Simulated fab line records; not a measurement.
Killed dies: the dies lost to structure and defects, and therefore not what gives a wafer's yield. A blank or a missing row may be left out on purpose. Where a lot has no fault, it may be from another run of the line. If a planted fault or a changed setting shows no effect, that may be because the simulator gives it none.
Comparing a struck lot with a sound one + flow sky130 + 17 out of 708 route steps
Sound: the wafers L635.2, L635.4, L635.6. The struck wafers were L640.1, L640.3, L640.6. At the end, the cause is stated.
Each step with rows lists, per side, the tool, then ch with its chambers, then its first start. Under that, the readings that differ: sound wafers + struck wafers + difference of the means + sigmas: that difference in standard deviations of wafers without a fault.
alike: readings with means less than 2 such deviations apart, plus words and numbers identical on both sides. not compared: withheld readings, readings lacking a value on some wafer, bounds such as >300 that could conceal the same value, and numbers that have no deviation in the record and whose values overlap.
Wherever a step has rows on one side only, a row that says differs or no value, or a row with sigmas, the two part there. Numbers that don't overlap but have no deviation are shown without sigmas and don't part them. Lack of a reading on every wafer of one side parts them only where that side has two or more wafers.

first, 1 step without rows for these wafers: SKY_LDD_N_IMPLANT_15.
SKY_LDD_N_STRIP_16: strips in O2/N2.
  sound on plasmaAsher-04 ch 0,1, day 22 21:53; struck on plasmaAsher-03 ch 0,1, day 24 06:38
  alike: drypumpMotorCurrentA, oesProductAu, stripTimeToEndpointS
  not compared: rfHoursCounterH
SKY_LDD_N_TW_MEAS_17:
  sound on filmMetro-04, day 22 22:00; struck on filmMetro-02, day 24 06:44
  alike: LDD_N_TW
then, 7 steps without rows for these wafers: SKY_LDD_P_DEHYDRATE_00 (time 60 s); SKY_LDD_P_HMDS_01 (prime time 60 s); SKY_LDD_P_COAT_02 (resist thk 1140 nm); SKY_LDD_P_SOFTBAKE_03 (time 60 s); SKY_LDD_P_EXPOSE_04 (exposes mask PSDM, target cd 380 nm); SKY_LDD_P_PEB_05; SKY_LDD_P_DEVELOP_06 (develop time 60 s).
SKY_LDD_P_CD_MEAS_07: target cd 380 nm.
  sound on cdSem-01, day 24 03:32; struck on cdSem-01, day 25 12:01
  alike: cdNm
SKY_LDD_P_OVL_MEAS_08:
  sound on overlay-02, day 24 03:38; struck on overlay-02, day 25 12:08
  alike: LDD_P_OVL
SKY_LDD_P_IMPLANT_09:
  sound on implanter-03 ch 0, day 24 03:41; struck on implanter-03 ch 0, day 25 12:10
| reading          | sound             | struck         | difference | sigmas |
|------------------|-------------------|----------------|------------|--------|
| beamOnS (s)      | 10.07 10.32 10.32 | 7.62 7.75 7.73 | -2.54      | -13    |
| faradayCurrentUA | 56.1 54.4 54.8    | 73.8 72.5 73.1 | +18.0      | +18    |
  alike: doseIonsCm2
SKY_LDD_P_STRIP_10: strips in O2/N2.
  sound on plasmaAsher-02 ch 0, day 24 03:49; struck on plasmaAsher-02 ch 0,1, day 25 12:19
  alike: drypumpMotorCurrentA, oesProductAu, stripTimeToEndpointS
  not compared: rfHoursCounterH
SKY_LDD_P_TW_MEAS_11:
  sound on filmMetro-04, day 24 03:55; struck on filmMetro-01, day 25 12:25
| reading  | sound             | struck            | difference | sigmas |
|----------|-------------------|-------------------|------------|--------|
| LDD_P_TW | 634.2 632.7 632.9 | 583.6 585.8 586.7 | -47.9      | -18    |
then, 1 step without rows for these wafers: SKY_LDD_HVN_DEHYDRATE_00 (time 60 s).
-- record jumps: 25 days separate the struck wafers' starts on either side; left off in module LDD_HVN, taken up again in module PAD_OPEN, whose first shown step is the route's number 708 --
SKY_PAD_OPEN_PROBE_99:
  sound on prober-02, day 49 03:25; struck on prober-02, day 50 00:44
| reading                  | sound          | struck         | difference | sigmas |
|--------------------------|----------------|----------------|------------|--------|
| model.etest.tipP.rsOhmSq | 6859 6882 6850 | 8567 8553 8550 | +1693      |        |
  alike: killed_at_M0_to_M3, killed_at_M4_up, killedAtContacts, killedAtFrontEnd, killedAtOther, killedDies, killedOpen, killedShort
  not compared: model.etest.tipP.rsOhmSqRange

## WHERE THEY PART
Earliest at SKY_LDD_P_IMPLANT_09; latest, in this record, at SKY_LDD_P_TW_MEAS_11. Later steps at which nothing parts them and some readings are alike: SKY_PAD_OPEN_PROBE_99.

WHY: what had been put in by the simulator
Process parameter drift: implanter-03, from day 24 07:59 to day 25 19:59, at SKY_LDD_P_IMPLANT_09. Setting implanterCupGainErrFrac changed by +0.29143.
